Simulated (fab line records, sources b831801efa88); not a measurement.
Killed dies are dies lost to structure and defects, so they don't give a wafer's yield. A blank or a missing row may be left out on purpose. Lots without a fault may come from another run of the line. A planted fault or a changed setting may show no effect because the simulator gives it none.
Which tool did it? | flow sky130 | 14 lots, 42 wafers sampled, at 3 steps of a route of 708

WHAT THE GAUGES READ, wafer by wafer
SKY_SD_N_RS_MEAS_16: measures by four-point-probe.
lot  | measured     | on            | SD_N_RS (ohm/sq)
L854 | day 28 22:28 | film_metro-01 | 68.51 68.38 68.44
L856 | day 29 11:26 | film_metro-02 | 68.38 68.57 68.64
L858 | day 30 03:36 | film_metro-01 | 68.58 68.72 68.64
L859 | day 30 10:08 | film_metro-01 | 68.68 68.47 68.41
L860 | day 30 14:02 | film_metro-03 | 68.50 68.73 68.55
L861 | day 31 03:24 | film_metro-02 | 68.47 68.48 68.44
L863 | day 31 13:50 | film_metro-01 | 68.41 68.47 68.43
L864 | day 32 06:51 | film_metro-02 | 68.43 68.50 68.42
L865 | day 32 13:09 | film_metro-02 | 68.31 68.52 68.44
L866 | day 32 20:53 | film_metro-01 | 68.51 68.56 68.66
L867 | day 33 07:23 | film_metro-01 | 68.71 68.57 68.61
L869 | day 33 18:30 | film_metro-02 | 74.74 74.63 74.74
L871 | day 34 06:09 | film_metro-02 | 74.85 74.59 74.75
L874 | day 35 02:47 | film_metro-03 | 68.57 68.58 68.67

SKY_SD_N_RS_MEAS_17: measures by four-point-probe.
lot  | measured     | on            | SD_P_RS (ohm/sq)
L854 | day 28 22:35 | film_metro-01 | 146.3 146.6 147.1
L856 | day 29 11:34 | film_metro-02 | 146.6 146.9 147.1
L858 | day 30 03:43 | film_metro-01 | 147.4 146.8 146.9
L859 | day 30 10:16 | film_metro-01 | 146.9 146.6 146.9
L860 | day 30 14:10 | film_metro-03 | 147.3 147.1 147.1
L861 | day 31 03:31 | film_metro-02 | 146.8 147.0 146.5
L863 | day 31 13:57 | film_metro-01 | 146.5 146.4 146.1
L864 | day 32 06:58 | film_metro-02 | 146.7 146.6 146.8
L865 | day 32 13:16 | film_metro-02 | 146.5 146.9 146.5
L866 | day 32 21:00 | film_metro-01 | 147.4 147.0 147.3
L867 | day 33 07:30 | film_metro-01 | 147.6 147.1 147.0
L869 | day 33 18:37 | film_metro-02 | 185.9 185.4 185.6
L871 | day 34 06:16 | film_metro-02 | 185.4 185.4 185.4
L874 | day 35 02:55 | film_metro-03 | 146.8 147.0 146.9

WHICH TOOL RAN EACH LOT (tool, then ch and the chambers of the sampled wafers, then the start)
lot  | SKY_SD_N_RTA_14
L854 | rtp_anneal-02 ch 0, day 28 22:17
L856 | rtp_anneal-02 ch 0, day 29 11:16
L858 | rtp_anneal-02 ch 0, day 30 03:26
L859 | rtp_anneal-01 ch 0, day 30 09:58
L860 | rtp_anneal-02 ch 0, day 30 13:52
L861 | rtp_anneal-01 ch 0, day 31 03:11
L863 | rtp_anneal-01 ch 0, day 31 13:40
L864 | rtp_anneal-02 ch 0, day 32 06:39
L865 | rtp_anneal-01 ch 0, day 32 12:57
L866 | rtp_anneal-02 ch 0, day 32 20:39
L867 | rtp_anneal-01 ch 0, day 33 07:11
L869 | rtp_anneal-01 ch 0, day 33 18:20
L871 | rtp_anneal-01 ch 0, day 34 05:59
L874 | rtp_anneal-02 ch 0, day 35 02:34
- SKY_SD_N_RTA_14: time 2 s.

WHAT THE TOOLS THEMSELVES READ (means of the sampled wafers that have a number; where no wafer has one, the mark that the record gives instead)
SKY_SD_N_RTA_14.
lot  | tool          | lamp_power_pct (%) | wafer_temp_C_max
L854 | rtp_anneal-02 | 15.75              | 1077.3
L856 | rtp_anneal-02 | 15.70              | 1079.2
L858 | rtp_anneal-02 | 15.72              | 1078.6
L859 | rtp_anneal-01 | 15.70              | 1078.8
L860 | rtp_anneal-02 | 15.72              | 1076.2
L861 | rtp_anneal-01 | 15.75              | 1078.5
L863 | rtp_anneal-01 | 15.76              | 1077.2
L864 | rtp_anneal-02 | 15.74              | 1078.0
L865 | rtp_anneal-01 | 15.75              | 1078.2
L866 | rtp_anneal-02 | 15.70              | 1077.4
L867 | rtp_anneal-01 | 15.75              | 1077.9
L869 | rtp_anneal-01 | 14.32              | 1077.8
L871 | rtp_anneal-01 | 14.25              | 1077.6
L874 | rtp_anneal-02 | 15.74              | 1078.2

THE ANSWER, worked out from the rows above alone
Rule: what is usual is taken from the lots themselves. Put in order of their means at a reading, lots are off if they are a third of the lots or fewer, leave a main group of 4 or more, and stand apart from it by a gap of 3 or more times the standard deviation of the main group's means; of several such gaps the widest counts. A main group whose means are all the same, to the digits that the tables above print for the reading, isn't used. A lot without any number at a reading at which 4 lots or more have one is off too. The other lots that the step has rows for count as sound. The gauges are gone through in route order, then the tools' own readings, and for those a lot's mean is taken as printed above. The first step at which some lot is off is used, and at that step the reading that is off furthest; a lot without a number counts as furthest.
Off: L869, L871, at SKY_SD_N_RS_MEAS_16 (SD_N_RS). The main group: mean 68.53 ohm/sq, standard deviation 0.079.
A tool fits if, at a process step before that reading, it ran every lot that is off, and no sound lot after the first of them. The gauges at SKY_SD_N_RS_MEAS_16 aren't tried: what is off there is off at SKY_SD_N_RTA_14 too, on other tools, and a gauge's error can't cause that. One fits: rtp_anneal-01 at SKY_SD_N_RTA_14. Its last sound lot is L867 (day 33 07:11), its first lot that is off L869 (day 33 18:20): a fault that began between those two fits.
The tool's own readings at SKY_SD_N_RTA_14 bear it out: on the lots that are off they differ by more than 5 times the standard deviation of the sound lots' means. lamp_power_pct reads 14.29 % there against 15.73 % on the sound lots.

WHAT THE SIMULATOR HAD PUT IN
Process parameter drift: rtp_anneal-01, from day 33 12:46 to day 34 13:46, at SKY_SD_N_RTA_14. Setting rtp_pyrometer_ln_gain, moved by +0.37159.
Lots struck among those shown: L869, L871. The rule above found the same.
